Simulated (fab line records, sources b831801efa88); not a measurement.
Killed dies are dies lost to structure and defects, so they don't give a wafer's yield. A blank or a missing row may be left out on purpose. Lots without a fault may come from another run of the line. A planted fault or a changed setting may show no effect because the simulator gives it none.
Problem report in the 8D (eight disciplines) form, filled by code | flow sky130 | the parts of the form that need people (team, actions taken, sign-off) are left out

1. THE PROBLEM
SD_N_OVL at SKY_SD_N_OVL_MEAS_08 reads a mean of -81.1 nm on 9 wafers of 3 lots; wafers without a fault read 0.4 nm with a standard deviation of 1.3. That is -63 standard deviations from the usual mean.
First seen on wafer L387.2, day 31 09:14, on overlay-02. The record holds 36 wafers of 12 lots with a number at this step. Rule for "out", or "out of limits": more than 4 standard deviations from the usual mean. The other wafers with a number count as sound.

2. WHAT IT IS AND WHAT IT IS NOT
question                    | is                     | is not
which readings at this step | SD_N_OVL               | -
which lots                  | L387, L389, L393       | L378, L379, L381, L382, L383, L386, L388, L396, L398
which wafers of those lots  | all that have a number | -
read on which gauges        | overlay-02             | overlay-01
when                        | from day 31 09:14      | up to then (18 sound wafers); but 9 sound wafers of L388, L396, L398 came after

3. SUSPECTS, AND WHAT RULES EACH OUT
Counting: a tool at a process step up to the reading stays a suspect if it ran every lot that is out and no sound lot after the first of them.
- the gauge at SKY_SD_N_OVL_MEAS_08: kept. All the wafers that are out were read on overlay-02, and no step on other tools shows them out.
- rie_diel-03 at SKY_POLY_CUT_ETCH_11 (etches Si3N4 in CF4/CH2F2/Ar, stops on poly-Si, time 42.5 s, target depth 60 nm): kept. It ran every lot that is out, first L387 (day 27 22:33), and no sound lot after that; its last sound lot up to then is L382 (day 26 01:47).
- iline_stepper-02 at SKY_SD_N_EXPOSE_04 (exposes mask NSDM, target cd 380 nm): kept. It ran every lot that is out, first L387 (day 30 19:22), and no sound lot after that; its last sound lot up to then is L386 (day 30 10:47).
Left after counting: rie_diel-03 at SKY_POLY_CUT_ETCH_11, iline_stepper-02 at SKY_SD_N_EXPOSE_04, overlay-02 at SKY_SD_N_OVL_MEAS_08.

4. THE CAUSE (what the simulator had put in)
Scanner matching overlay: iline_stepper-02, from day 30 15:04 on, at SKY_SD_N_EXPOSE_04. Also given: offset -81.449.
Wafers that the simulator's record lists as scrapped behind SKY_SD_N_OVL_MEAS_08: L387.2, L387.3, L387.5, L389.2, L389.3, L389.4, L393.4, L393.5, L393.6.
Counting left 3 suspects, and this tool is among them.

5. THE CHAIN OF EFFECTS, in route order
Each row: a reading whose mean over the struck wafers that have a number lies more than 3 standard deviations from the usual. Only readings for which the record gives a usual standard deviation are gone through. hours: the time from each lot's start at the first step in this table that gives one to its start at this step, as a median over the lots. sigmas: the change in usual standard deviations.
hours | step                 | reading  | usual  | on struck wafers | change | sigmas
0     | SKY_SD_N_OVL_MEAS_08 | SD_N_OVL | 0.4 nm | -81.1            | -81.5  | -63

6. WHAT WOULD HAVE CAUGHT IT SOONER
In this record the first reading out of limits at a measuring or inspecting step was taken at day 31 09:14, 18 hours after the fault began at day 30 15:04.
Of the tool readings at SKY_SD_N_EXPOSE_04 for which the record gives a usual standard deviation, none was out on any struck wafer, so an alarm limit of 4 standard deviations on them would not have fired.
Of the lots that are out (3), L389, L393 began SKY_SD_N_EXPOSE_04 on iline_stepper-02 after day 31 09:14. A hold on the tool at that time would have spared those 2.
